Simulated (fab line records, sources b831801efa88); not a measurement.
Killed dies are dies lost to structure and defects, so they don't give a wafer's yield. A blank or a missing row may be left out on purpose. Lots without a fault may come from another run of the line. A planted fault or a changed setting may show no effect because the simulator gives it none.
Which tool did it? | flow sky130 | 10 lots, 30 wafers sampled, at 4 steps of a route of 708

WHAT THE GAUGES READ, wafer by wafer
SKY_METAL2_RS_MEAS_05: measures by four-point-probe.
lot  | measured     | on            | METAL2_ALCU_RS (ohm/sq)
L945 | day 32 00:55 | film_metro-03 | 0.1271 0.1290 0.1266
L947 | day 32 03:55 | film_metro-03 | 0.1258 0.1284 0.1274
L950 | day 33 01:11 | film_metro-02 | 0.1277 0.1265 0.1275
L955 | day 34 09:32 | film_metro-03 | 0.1275 0.1276 0.1276 0.1277 0.1275 0.1275
L956 | day 34 19:04 | film_metro-02 | 0.1269 0.1259 0.1269 0.1268 0.1263 0.1269
L960 | day 36 03:18 | film_metro-02 | 0.1249 0.1251 0.1266
L964 | day 43 21:18 | film_metro-03 | 0.1274 0.1265 0.1262
L962 | day 44 01:10 | film_metro-03 | 0.1285 0.1292 0.1286
L965 | day 44 03:50 | film_metro-02 | 0.1298 0.1276 0.1267
L966 | day 44 04:40 | film_metro-03 | 0.1282 0.1286 0.1287

WHICH TOOL RAN EACH LOT (tool, then ch and the chambers of the sampled wafers, then the start)
lot  | SKY_METAL1_SPUTTER_03        | SKY_METAL1_METAL_ETCH_19          | SKY_METAL2_SPUTTER_04
L945 | pvd_sputter-04, day 29 12:10 | rie_metal-04 ch 1, day 30 16:41   | pvd_sputter-02, day 32 00:52
L947 | pvd_sputter-02, day 29 14:32 | rie_metal-03 ch 0,1, day 30 19:43 | pvd_sputter-02, day 32 03:52
L950 | pvd_sputter-01, day 30 14:01 | rie_metal-03 ch 0,1, day 31 19:20 | pvd_sputter-02, day 33 01:08
L955 | pvd_sputter-02, day 32 02:52 | rie_metal-02 ch 0,1, day 33 05:14 | pvd_sputter-02, day 34 09:28
L956 | pvd_sputter-01, day 32 11:22 | rie_metal-03 ch 0,1, day 33 13:11 | pvd_sputter-02, day 34 19:00
L960 | pvd_sputter-04, day 33 19:00 | rie_metal-03 ch 0,1, day 34 20:56 | pvd_sputter-04, day 36 03:15
L964 | pvd_sputter-02, day 41 18:25 | rie_metal-03 ch 0,1, day 42 20:14 | pvd_sputter-02, day 43 21:14
L962 | pvd_sputter-01, day 41 22:29 | rie_metal-02 ch 0,1, day 43 00:43 | pvd_sputter-02, day 44 01:06
L965 | pvd_sputter-01, day 42 02:19 | rie_metal-03 ch 0,1, day 43 02:59 | pvd_sputter-03, day 44 03:46
L966 | pvd_sputter-02, day 42 02:40 | rie_metal-04 ch 0,1, day 43 03:08 | pvd_sputter-02, day 44 04:35
- SKY_METAL1_SPUTTER_03: material Ti, target thk 5 nm, time 3.3 s.
- SKY_METAL1_METAL_ETCH_19: etches the open film in Cl2/BCl3, stops on SiO2, target depth 360 nm, time 78 s.
- SKY_METAL2_SPUTTER_04: material TiN, target thk 70 nm, time 58.3 s.

THE ANSWER, worked out from the rows above alone
Rule: what is usual is taken from the lots themselves. Put in order of their means at a reading, lots are off if they are a third of the lots or fewer, leave a main group of 4 or more, and stand apart from it by a gap of 3 or more times the standard deviation of the main group's means; of several such gaps the widest counts. A main group whose means are all the same, to the digits that the tables above print for the reading, isn't used. A lot without any number at a reading at which 4 lots or more have one is off too. The other lots that the step has rows for count as sound.
No lot is off at any reading shown: from this, nothing can be told.

WHAT THE SIMULATOR HAD PUT IN
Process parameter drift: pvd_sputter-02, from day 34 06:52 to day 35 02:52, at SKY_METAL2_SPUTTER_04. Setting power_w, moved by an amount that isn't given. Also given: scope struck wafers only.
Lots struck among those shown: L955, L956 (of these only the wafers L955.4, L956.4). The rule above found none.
